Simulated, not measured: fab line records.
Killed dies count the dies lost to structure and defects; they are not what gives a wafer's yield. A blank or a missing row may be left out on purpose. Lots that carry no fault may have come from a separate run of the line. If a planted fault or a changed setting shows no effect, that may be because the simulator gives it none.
fab line records    flow sky130
record lots=13  wafers=39  last_day=49
route steps=708 shown FIELD_ISO@18 VIA1@471 METAL2@483
lots that met no fault: from a run of the same line without faults
start_h: hours from the record's first day to the start of the lot's first wafer shown    wait_h: how many hours have passed since the lot's step before this one    " repeats the value in the row above    L1.1+2: several wafers, shown together as one row    - no value present, or no start provided    * or withheld: withheld    < > ~ a bound
route shown NAME@n: names a module that has steps shown in the file, with the first one's number in the route    usual: the fault-free wafers' mean and standard deviation    same: alike in all rows    chamber/n: place in a boat    sites: the reading at each site    _std_site: how widely they spread, as a standard deviation    _edge_site: inner sites' mean taken away from outer sites' mean    radius_mm: how far each site lies from the wafer's centre    mask NAME#n: copy n    behind: tool/chamber where the wafer was last shaped    hold: what put the lot on hold/how long, in hours/how the hold closed    device: the transistor (n, p or np) that didn't switch    end of line: the same wafers' tests at the end of the route    a step without rows: its recipe alone    killed: count of dies lost to structure and defects at first sort (not the wafer's yield)    map: per-die view of a wafer (x killed, . not killed, _ where there is no die)
set.NAME: the setting the step ran with; set.NAME@STEP: the setting that earlier step ran with    model.NAME: the simulator's own value behind a step, which no gauge read
the route's steps for a sample of lots (tables are steps, rows are wafers)
services: when a tool's chamber went out of use (start_h, in hours from the record's first day, below 0 if earlier), for how many hours, and the reason
## steps
# step SKY_FIELD_ISO_ETCH_17
# recipe target_depth_a=3420  mask_material=Si3N4  chemistry=HBr/Cl2/O2  target=Si  taper_deg=5  icp_w=600  bias_w=150  pressure_mtorr=15  HBr_flow_sccm=150  Cl2_flow_sccm=40  O2_flow_sccm=6  time_s=97.7
# usual drypump_motor_current_A=5.8/0.41  oes_product_au=1.004/0.011  rf_fwd_power_W=596.5/2.1  throttle_valve_pct=25.654/0.012
# same time_s=97.7
lot.wafer  tool       chamber  start_h  wait_h  drypump_motor_current_A  oes_product_au  rf_fwd_power_W  rf_hours_counter_h  throttle_valve_pct
L792.1     rie_si-01  2        33.13    0.1     6.2                      1.020           599.5           84                  25.635
L792.3     "          0        "        "       5.2                      0.995           596.9           3                   25.654
L792.6     "          1        "        "       5.8                      0.989           597.6           -                   25.660
L793.1     rie_si-02  2        37.59    0.1     5.5                      1.011           593.6           107                 25.627
L793.4     "          0        "        "       5.6                      1.020           599.4           0                   25.651
L793.5     "          1        "        "       6.3                      1.013           599.5           -                   25.633
L794.1     rie_si-01  2        38.64    0.1     6.3                      1.010           599.0           84                  25.642
L794.4     "          1        "        "       5.8                      0.975           599.5           61                  25.669
L794.6     "          3        "        "       5.3                      0.980           595.0           -                   25.652
L795.4     rie_si-01  0        46.86    0.1     5.2                      1.011           598.3           -                   25.644
L795.5     "          2        "        "       6.3                      1.022           596.8           -                   25.641
L795.6     "          1        "        "       5.9                      0.998           600.9           -                   25.645
L796.1     rie_si-02  2        52.81    0.1     5.5                      1.003           595.4           107                 25.667
L796.3     "          1        "        "       6.4                      1.011           600.6           70                  25.651
L796.6     "          1        "        "       6.4                      1.004           599.4           -                   25.631
L798.1     rie_si-02  3        60.82    0.1     6.0                      0.979           592.1           3                   25.680
L798.2     "          0        "        "       5.7                      1.007           595.2           0                   25.653
L798.6     "          1        "        "       6.3                      1.005           600.6           -                   25.653
L799.3     rie_si-01  2        65.88    0.0     6.3                      1.019           596.6           84                  25.640
L799.4     "          0        "        "       5.2                      1.001           597.3           3                   25.656
L799.5     "          0        "        "       5.2                      1.001           596.1           -                   25.650
L800.1     rie_si-01  0        70.69    0.1     5.2                      1.009           597.7           3                   25.647
L800.3     "          3        "        "       5.3                      1.003           594.6           0                   25.642
L800.6     "          3        "        "       5.2                      1.004           596.6           -                   25.659
L802.1     rie_si-02  3        81.68    0.1     6.0                      0.992           593.3           3                   25.648
L802.5     "          0        "        "       5.7                      1.003           598.6           -                   25.665
L802.6     "          1        "        "       6.3                      0.992           596.3           -                   25.656
L803.1     rie_si-01  1        85.53    0.1     5.8                      0.990           596.4           61                  25.665
L803.2     "          2        "        "       6.3                      1.021           596.9           84                  25.652
L803.3     "          3        "        "       5.2                      1.016           593.3           0                   25.659
L807.1     rie_si-01  0        108.63   0.1     5.2                      1.007           597.4           3                   25.639
L807.2     "          2        "        "       6.3                      1.018           592.4           84                  25.645
L807.4     "          1        "        "       5.8                      0.984           597.5           61                  25.681
L809.2     rie_si-01  3        117.51   0.1     5.2                      1.063           688.7           1                   25.625
L809.5     "          0        "        "       5.2                      1.047           693.0           -                   25.620
L809.6     "          3        "        "       5.2                      1.059           691.6           -                   25.622
L811.3     rie_si-01  3        127.88   0.0     5.3                      1.050           690.6           1                   25.629
L811.4     "          1        "        "       5.8                      1.017           694.1           61                  25.647
L811.5     "          1        "        "       5.8                      1.025           695.5           -                   25.636
# step SKY_VIA1_OVL_MEAS_13
# usual VIA1_OVL=0/6.2
lot.wafer  tool        chamber  start_h  wait_h  VIA1_OVL[nm]
L792.1     overlay-02  -        798.47   0.1     0
L792.3     "           -        "        "       1
L792.6     "           -        "        "       4
L793.1     overlay-02  -        811.02   0.1     -15
L793.4     "           -        "        "       -1
L793.5     "           -        "        "       1
L794.1     overlay-01  -        819.78   0.1     1
L794.4     "           -        "        "       3
L794.6     "           -        "        "       9
L795.4     overlay-02  -        828.35   0.1     2
L795.5     "           -        "        "       9
L795.6     "           -        "        "       6
L796.1     overlay-01  -        832.16   0.1     -7
L796.3     "           -        "        "       -13
L796.6     "           -        "        "       -4
L798.1     overlay-01  -        847.88   0.1     -5
L798.2     "           -        "        "       -9
L798.6     "           -        "        "       -9
L799.3     overlay-02  -        851.59   0.1     1
L799.4     "           -        "        "       3
L799.5     "           -        "        "       -6
L800.1     overlay-01  -        859.36   0.1     4
L800.3     "           -        "        "       0
L800.6     "           -        "        "       -2
L802.1     overlay-01  -        872.08   0.1     1
L802.5     "           -        "        "       -2
L802.6     "           -        "        "       11
L803.1     overlay-01  -        881.03   0.1     -7
L803.2     "           -        "        "       -6
L803.3     "           -        "        "       -8
L807.1     overlay-02  -        912.58   0.1     10
L807.2     "           -        "        "       4
L807.4     "           -        "        "       10
L809.2     overlay-01  -        922.28   0.1     -4
L809.5     "           -        "        "       2
L809.6     "           -        "        "       -2
L811.3     overlay-01  -        942.18   0.1     -3
L811.4     "           -        "        "       -1
L811.5     "           -        "        "       -9
# step SKY_METAL2_SPUTTER_00
# recipe material=Ti  target_thk_nm=15  power_w=3000  time_s=10  chamber_pressure_pa=0.4
# usual throttle_valve_pct=30.4/1.1
# same time_s=10
lot.wafer  tool            chamber  start_h  wait_h  throttle_valve_pct
L792.1     pvd_sputter-03  -        800.18   0.1     29.2
L792.3     "               -        "        "       29.7
L792.6     "               -        "        "       30.2
L793.1     pvd_sputter-03  -        812.42   0.1     29.6
L793.4     "               -        "        "       29.4
L793.5     "               -        "        "       29.0
L794.1     pvd_sputter-02  -        821.20   0.1     32.3
L794.4     "               -        "        "       30.4
L794.6     "               -        "        "       31.0
L795.4     pvd_sputter-03  -        829.69   0.2     29.4
L795.5     "               -        "        "       29.9
L795.6     "               -        "        "       28.9
L796.1     pvd_sputter-01  -        833.60   0.2     30.4
L796.3     "               -        "        "       30.2
L796.6     "               -        "        "       30.1
L798.1     pvd_sputter-02  -        850.25   0.1     30.2
L798.2     "               -        "        "       28.9
L798.6     "               -        "        "       30.5
L799.3     pvd_sputter-03  -        853.10   0.1     29.5
L799.4     "               -        "        "       29.1
L799.5     "               -        "        "       31.0
L800.1     pvd_sputter-02  -        860.71   0.2     32.2
L800.3     "               -        "        "       28.8
L800.6     "               -        "        "       28.9
L802.1     pvd_sputter-03  -        873.43   0.1     30.0
L802.5     "               -        "        "       29.0
L802.6     "               -        "        "       29.5
L803.1     pvd_sputter-01  -        882.38   0.1     30.2
L803.2     "               -        "        "       30.3
L803.3     "               -        "        "       32.6
L807.1     pvd_sputter-03  -        913.94   0.2     29.4
L807.2     "               -        "        "       31.1
L807.4     "               -        "        "       29.4
L809.2     pvd_sputter-02  -        923.62   0.1     30.4
L809.5     "               -        "        "       30.3
L809.6     "               -        "        "       31.1
L811.3     pvd_sputter-02  -        943.97   0.2     31.2
L811.4     "               -        "        "       28.8
L811.5     "               -        "        "       31.2
# step SKY_METAL2_THK_MEAS_06
# recipe thk_meas_gauge=xrf  reads=AlCu_of_METAL2_SPUTTER_02
# usual METAL2_ALCU_THK=247/4
lot.wafer  tool           chamber  start_h  wait_h  METAL2_ALCU_THK[nm]
L792.1     film_metro-03  -        800.44   0.1     249
L792.3     "              -        "        "       252
L792.6     "              -        "        "       249
L793.1     film_metro-02  -        812.67   0.1     244
L793.4     "              -        "        "       242
L793.5     "              -        "        "       242
L794.1     film_metro-04  -        821.46   0.1     254
L794.4     "              -        "        "       249
L794.6     "              -        "        "       244
L795.4     film_metro-04  -        829.98   0.1     252
L795.5     "              -        "        "       254
L795.6     "              -        "        "       251
L796.1     film_metro-03  -        833.86   0.1     244
L796.3     "              -        "        "       246
L796.6     "              -        "        "       244
L798.1     film_metro-03  -        850.51   0.1     254
L798.2     "              -        "        "       252
L798.6     "              -        "        "       256
L799.3     film_metro-04  -        853.38   0.1     253
L799.4     "              -        "        "       249
L799.5     "              -        "        "       249
L800.1     film_metro-03  -        860.97   0.1     256
L800.3     "              -        "        "       251
L800.6     "              -        "        "       254
L802.1     film_metro-04  -        873.69   0.1     245
L802.5     "              -        "        "       244
L802.6     "              -        "        "       245
L803.1     film_metro-03  -        882.64   0.1     242
L803.2     "              -        "        "       242
L803.3     "              -        "        "       252
L807.1     film_metro-04  -        914.19   0.1     248
L807.2     "              -        "        "       245
L807.4     "              -        "        "       249
L809.2     film_metro-02  -        923.89   0.1     244
L809.5     "              -        "        "       242
L809.6     "              -        "        "       239
L811.3     film_metro-03  -        944.25   0.1     247
L811.4     "              -        "        "       250
L811.5     "              -        "        "       245
## services
tool            chamber  start_h  hours  kind
rie_si-01       2        57.57    6.1    repair
pvd_sputter-03  -        98.06    1.8    repair
pvd_sputter-03  -        107.07   1.1    repair
pvd_sputter-02  -        137.39   64.8   repair
pvd_sputter-02  -        153.79   1.4    repair
pvd_sputter-03  -        161.44   1.7    repair
pvd_sputter-02  -        294.55   3.9    repair
rie_si-02       3        299.69   4.4    repair
rie_si-01       3        304.96   7.0    repair
rie_si-01       1        476.69   2.1    repair
pvd_sputter-03  -        489.86   1.2    repair
rie_si-01       -        501.83   0.9    repair
pvd_sputter-03  -        509.13   4.3    repair
rie_si-01       3        557.85   3.7    repair
rie_si-01       2        561.35   10.9   repair
rie_si-01       1        561.69   3.0    repair
rie_si-01       2        573.98   10.9   repair
rie_si-01       -        585.50   2.8    pm
pvd_sputter-03  -        709.37   1.9    repair
pvd_sputter-03  -        722.61   8.9    repair
rie_si-01       3        854.80   7.6    repair
pvd_sputter-02  -        858.43   1.9    repair
rie_si-01       -        893.63   4.3    pm
rie_si-01       2        901.17   6.5    repair
## key
first_sign step=SKY_FIELD_ISO_ETCH_17  reading=rf_fwd_power_W  direction=up  sigmas=45  usual=596.5  struck=692.3
effect step=SKY_FIELD_ISO_ETCH_17  reading=oes_product_au  direction=up  sigmas=3.5  usual=1.004  struck=1.043
met_at SKY_FIELD_ISO_ETCH_17
struck_lots L809,L811
tester_left_out L809,L811
not_acting_at SKY_VIA1_OVL_MEAS_13,SKY_METAL2_SPUTTER_00,SKY_METAL2_THK_MEAS_06
onset_between 108.63 117.51
fault kind=process_parameter_drift  tool=rie_si-01  chamber=-  onset_h=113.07  steps=SKY_FIELD_ISO_ETCH_17  channel=icp_w  offset=96  shape=step  end_h=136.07  acts_in=these_recipes_only  stated=600
# tester_left_out: of these lots the tester's yield and bins aren't shown, on N5 and GAA mostly nor the transistor test; their killed dies are dies lost to structure and defects alone, not to doping, threshold or leakage, so they don't give the yield
